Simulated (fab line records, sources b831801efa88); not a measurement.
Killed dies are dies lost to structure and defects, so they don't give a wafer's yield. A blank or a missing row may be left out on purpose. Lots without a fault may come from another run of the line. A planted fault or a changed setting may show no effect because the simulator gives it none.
Split-lot experiment | flow gf180mcu | 5 lots, 23 wafers read, on a route of 602 steps

THE SPLIT
At GF_HV_LDD_IMPLANT_48, the setting energy_kev was moved away from the recipe's 25 on 8 of the 23 wafers read, by -6.0% to +5.4%. The other wafers ran this setting at the recipe's value.

The reading is taken at the split's own step.

THE READING
implant.drp_nm (the simulator's own value, which no gauge read), in nm, at GF_HV_LDD_IMPLANT_48. The file gives no usual value for it.

wafer  | tool, chamber at the split | energy_kev as run | against the recipe | implant.drp_nm, nm | against lot-mates on the recipe
L075.2 | implanter-01, 0            | 25                | recipe             | 35.62              | -
L075.3 | implanter-01, 0            | 25                | recipe             | 35.62              | -
L075.4 | implanter-01, 0            | 25                | recipe             | 35.62              | -
L075.5 | implanter-01, 0            | 25                | recipe             | 35.62              | -
L075.6 | implanter-01, 0            | 25                | recipe             | 35.62              | -
L077.1 | implanter-01, 0            | 23.51             | -6.0%              | 33.15              | -2.47
L077.2 | implanter-01, 0            | 23.51             | -6.0%              | 33.15              | -2.47
L077.5 | implanter-01, 0            | 23.51             | -6.0%              | 33.15              | -2.47
L077.4 | implanter-01, 0            | 25                | recipe             | 35.62              | -
L077.6 | implanter-01, 0            | 25                | recipe             | 35.62              | -
L080.2 | implanter-01, 0            | 25                | recipe             | 35.62              | -
L080.3 | implanter-01, 0            | 25                | recipe             | 35.62              | -
L080.6 | implanter-01, 0            | 25                | recipe             | 35.62              | -
L084.1 | implanter-01, 0            | 25                | recipe             | 35.62              | -
L084.3 | implanter-01, 0            | 25                | recipe             | 35.62              | -
L084.5 | implanter-01, 0            | 25                | recipe             | 35.62              | -
L084.2 | implanter-01, 0            | 26.36             | +5.4%              | 37.88              | +2.26
L084.6 | implanter-01, 0            | 26.36             | +5.4%              | 37.88              | +2.26
L085.1 | implanter-01, 0            | 24.42             | -2.3%              | 34.65              | -0.97
L085.2 | implanter-01, 0            | 24.42             | -2.3%              | 34.65              | -0.97
L085.4 | implanter-01, 0            | 24.42             | -2.3%              | 34.65              | -0.97
L085.3 | implanter-01, 0            | 25                | recipe             | 35.62              | -
L085.5 | implanter-01, 0            | 25                | recipe             | 35.62              | -

THE FIT
A straight line over all 23 wafers: implant.drp_nm changes by +0.415 nm for each +1% of energy_kev; r = +1.00; the points scatter about the line by 0.0031 nm.
The same after taking each lot's own level away (the mean of its wafers on the recipe; 23 wafers): +0.415 nm for each +1%; r = +1.00; scatter 0.0031 nm.
On that fit, the largest move of energy_kev shifts the reading by 2.5 nm.
The lots' own levels span 35.620 to 35.620 nm.
So the lot-to-lot level changes the slope little: the two slopes agree.
Check: with one of the wafers moved furthest among these (-6.0%) left out of the fit, the line predicts -2.48 nm for it against its lot-mates. It came out at -2.47 nm against them.

OTHER SPLITS ON THESE WAFERS
These wafers also went through other splits before the reading. Each is held against what the fit with the lots' levels taken away leaves over:
other split on the same wafers      | wafers away from the commonest value | r with implant.drp_nm (lot level and that fit taken away)
GF_VT_IMPLANT_IMPLANT_19 dose_cm2   | 10                                   | +0.43
GF_VT_IMPLANT_COAT_24 resist_thk_nm | 4                                    | -0.35
GF_VT_IMPLANT_IMPLANT_30 tilt_deg   | 6                                    | +0.09
GF_VT_IMPLANT_IMPLANT_41 dose_cm2   | 6                                    | -0.10
GF_HV_LDD_DEVELOP_06 dev_temp_c     | 10                                   | -0.13
GF_HV_LDD_IMPLANT_09 dose_cm2       | 4                                    | -0.18
GF_HV_LDD_DEVELOP_18 develop_time_s | 8                                    | -0.24
GF_HV_LDD_EXPOSE_28 dose_mj         | 5                                    | -0.23
GF_HV_LDD_DEVELOP_45 dev_temp_c     | 8                                    | +0.10

THE WHOLE CHAIN: every reading that the file lists as answering this split, in the file's order
step                 | what it does | reading                                                         | change (the file's fit)               | r (the file's)
GF_HV_LDD_IMPLANT_48 |              | implant.rp_nm (the simulator's own value, which no gauge read)  | +0.821 nm for each +1% of the setting | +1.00
GF_HV_LDD_IMPLANT_48 |              | implant.drp_nm (the simulator's own value, which no gauge read) | +0.415 nm for each +1% of the setting | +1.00

THE FILE'S OWN FIT
implant.drp_nm changes by +0.415 nm for each +1% of energy_kev, r = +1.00.
